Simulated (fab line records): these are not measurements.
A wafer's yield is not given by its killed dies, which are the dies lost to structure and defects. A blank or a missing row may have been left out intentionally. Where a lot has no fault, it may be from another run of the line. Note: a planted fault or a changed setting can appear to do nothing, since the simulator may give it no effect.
Matching of chambers / flow gf180mcu / 4 sister chambers for GF_SAB_ETCH_11 on rie-diel-03
The step etches SiO2 in C4F8/O2/Ar, target depth 55 nm, time 8.5 s. 8 wafers are shown with their chamber, then 11 later ones without.

== WAFERS PAIRED WITH THEIR CHAMBERS ==
wafer=L077.5; chamber=0; oes-product-au (a.u.)=0.972; bias-w (W)=1195
wafer=L079.6; chamber=1; oes-product-au (a.u.)=0.999; bias-w (W)=1197
wafer=L084.4; chamber=2; oes-product-au (a.u.)=1.013; bias-w (W)=1211
wafer=L084.6; chamber=3; oes-product-au (a.u.)=0.995; bias-w (W)=1197
wafer=L085.4; chamber=3; oes-product-au (a.u.)=1.002; bias-w (W)=1197
wafer=L085.5; chamber=1; oes-product-au (a.u.)=1.004; bias-w (W)=1199
wafer=L085.6; chamber=2; oes-product-au (a.u.)=1.012; bias-w (W)=1200
wafer=L088.1; chamber=0; oes-product-au (a.u.)=0.979; bias-w (W)=1200

== WAFERS WITH NO CHAMBER GIVEN ==
wafer=L088.3; oes-product-au (a.u.)=1.002; bias-w (W)=1203
wafer=L088.4; oes-product-au (a.u.)=1.010; bias-w (W)=1201
wafer=L089.1; oes-product-au (a.u.)=0.983; bias-w (W)=1203
wafer=L089.2; oes-product-au (a.u.)=1.006; bias-w (W)=1198
wafer=L089.3; oes-product-au (a.u.)=1.008; bias-w (W)=1202
wafer=L091.3; oes-product-au (a.u.)=1.003; bias-w (W)=1196
wafer=L091.4; oes-product-au (a.u.)=0.981; bias-w (W)=1196
wafer=L091.6; oes-product-au (a.u.)=0.981; bias-w (W)=1202
wafer=L092.1; oes-product-au (a.u.)=0.987; bias-w (W)=1203
wafer=L092.2; oes-product-au (a.u.)=1.003; bias-w (W)=1199
wafer=L092.4; oes-product-au (a.u.)=1.008; bias-w (W)=1195

== THE CHAMBER EACH PASSED THROUGH ==
wafer=L088.3; from the rows above=can't be placed: 1 or 3 or 2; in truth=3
wafer=L088.4; from the rows above=can't be placed: 2 or 1 or 3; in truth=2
wafer=L089.1; from the rows above=can't be placed: 0 or 3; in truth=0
wafer=L089.2; from the rows above=can't be placed: 1 or 3 or 2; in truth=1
wafer=L089.3; from the rows above=can't be placed: 2 or 1 or 3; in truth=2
wafer=L091.3; from the rows above=can't be placed: 1 or 3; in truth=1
wafer=L091.4; from the rows above=0; in truth=0
wafer=L091.6; from the rows above=0; in truth=0
wafer=L092.1; from the rows above=can't be placed: 0 or 3 or 1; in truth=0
wafer=L092.2; from the rows above=can't be placed: 1 or 3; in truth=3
wafer=L092.4; from the rows above=can't be placed: 1 or 3 or 2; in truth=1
2 of 11 placed correctly. From these rows, 9 cannot be placed; in 9 the true chamber is one of the candidates. 0 placed wrongly.
How it was worked out, from the rows above alone: a wafer's distance from a chamber is the root of the sum, over the readings, of the square of ((its reading less the chamber's mean) divided by the reading's scatter). If the next closest chamber is less than 2 further off than the closest, the wafer can't be placed; otherwise it belongs to the closest. A chamber's mean is the mean of its shown wafers. The scatter: take each reading less its chamber's mean, square it, sum over the shown wafers, divide by the number of wafers less the number of chambers, and take the root.
